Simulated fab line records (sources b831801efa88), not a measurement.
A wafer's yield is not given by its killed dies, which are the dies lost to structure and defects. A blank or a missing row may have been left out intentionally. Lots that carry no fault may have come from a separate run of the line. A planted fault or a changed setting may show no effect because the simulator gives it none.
Struck lot and sound lot, side by side || flow sky130 || 17 out of 708 route steps
Sound: these wafers, L143.2, L143.3, L143.6. Struck: wafers L150.1, L150.2, L150.5. At the end, the cause is stated.
For every step that has rows: the tool of each side, followed by ch and its chambers, followed by its first start. Under that, the readings that differ: sound wafers || struck wafers || difference of the means || sigmas: that difference in standard deviations of wafers without a fault.
alike: words and numbers the same on both sides, and readings whose means are apart by under 2 such deviations; not compared: readings that were withheld, readings missing a value for some wafer, numbers with overlapping values and no deviation given by the record, and bounds like >300 which may hide the same value.
Wherever a step has rows on one side only, a row that says differs or no value, or a row with sigmas, the two part there. When numbers do not overlap yet have no deviation, they are printed without sigmas and do not part them. Lack of a reading on every wafer of one side parts them only where that side has two or more wafers.

first, 1 step without rows for these wafers: SKY_LDD_N_IMPLANT_15.
SKY_LDD_N_STRIP_16: strips in O2/N2.
  sound on plasma_asher-02 ch 0,1, day 21 03:22; struck on plasma_asher-01 ch 0,1, day 23 16:16
  alike: drypump_motor_current_A, oes_product_au, strip_time_to_endpoint_s
  not compared: rf_hours_counter_h
SKY_LDD_N_TW_MEAS_17:
  sound on film_metro-03, day 21 03:29; struck on film_metro-02, day 23 16:22
  alike: LDD_N_TW
then, 7 steps without rows for these wafers: SKY_LDD_P_DEHYDRATE_00 (time 60 s); SKY_LDD_P_HMDS_01 (prime time 60 s); SKY_LDD_P_COAT_02 (resist thk 1140 nm); SKY_LDD_P_SOFTBAKE_03 (time 60 s); SKY_LDD_P_EXPOSE_04 (exposes mask PSDM, target cd 380 nm); SKY_LDD_P_PEB_05; SKY_LDD_P_DEVELOP_06 (develop time 60 s).
SKY_LDD_P_CD_MEAS_07: target cd 380 nm.
  sound on cd_sem-02, day 22 10:01; struck on cd_sem-02, day 24 22:11
  alike: cd_nm
SKY_LDD_P_OVL_MEAS_08:
  sound on overlay-01, day 22 10:07; struck on overlay-02, day 24 22:18
  alike: LDD_P_OVL
SKY_LDD_P_IMPLANT_09:
  sound on implanter-04 ch 0, day 22 10:10; struck on implanter-04 ch 0, day 24 22:20
{"reading": "dose_ions_cm2", "sound": "1.0003e+13 9.98e+12 9.996e+12", "struck": "7.818e+12 7.836e+12 7.81e+12", "difference": -2.172e+12, "sigmas": "-99 or more"}
{"reading": "faraday_current_uA", "sound": "55.4 57.5 57.3", "struck": "44.3 43.1 43.5", "difference": -13.1, "sigmas": -12}
SKY_LDD_P_STRIP_10: strips in O2/N2.
  sound on plasma_asher-03 ch 0,1, day 22 10:17; struck on plasma_asher-03 ch 0,1, day 24 22:29
  alike: drypump_motor_current_A, oes_product_au, strip_time_to_endpoint_s
  not compared: rf_hours_counter_h
SKY_LDD_P_TW_MEAS_11:
  sound on film_metro-03, day 22 10:24; struck on film_metro-03, day 24 22:35
{"reading": "LDD_P_TW", "sound": "634 628 634", "struck": "584 585 587", "difference": -47, "sigmas": -13}
then, 1 step without rows for these wafers: SKY_LDD_HVN_DEHYDRATE_00 (time 60 s).
-- here the record skips 25 days between the struck wafers' starts before and after, leaving off in module LDD_HVN and picking up in module PAD_OPEN (first step shown: number 708 of the route) --
SKY_PAD_OPEN_PROBE_99:
  sound on prober-02, day 47 21:24; struck on prober-01, day 49 10:46
{"reading": "model.etest.tip_p.rs_ohm_sq", "sound": "6921 6955 6857", "struck": "8381 8410 8304", "difference": "+1454", "sigmas": ""}
{"reading": "model.etest.tip_p.rs_ohm_sq_range", "sound": "163.3 237.8 151.4", "struck": "277.5 348.7 256.9", "difference": "+110.2", "sigmas": ""}
  alike: killed_at_M0_to_M3, killed_at_M4_up, killed_at_contacts, killed_at_front_end, killed_at_other, killed_dies, killed_open, killed_short

## WHERE THEY PART
Last at SKY_LDD_P_TW_MEAS_11 as far as this record goes, first at SKY_LDD_P_IMPLANT_09. Later steps at which nothing parts them and some readings are alike: SKY_PAD_OPEN_PROBE_99.

WHY: what the simulator had put in
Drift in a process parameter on implanter-04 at SKY_LDD_P_IMPLANT_09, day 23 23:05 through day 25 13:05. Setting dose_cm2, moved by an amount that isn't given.
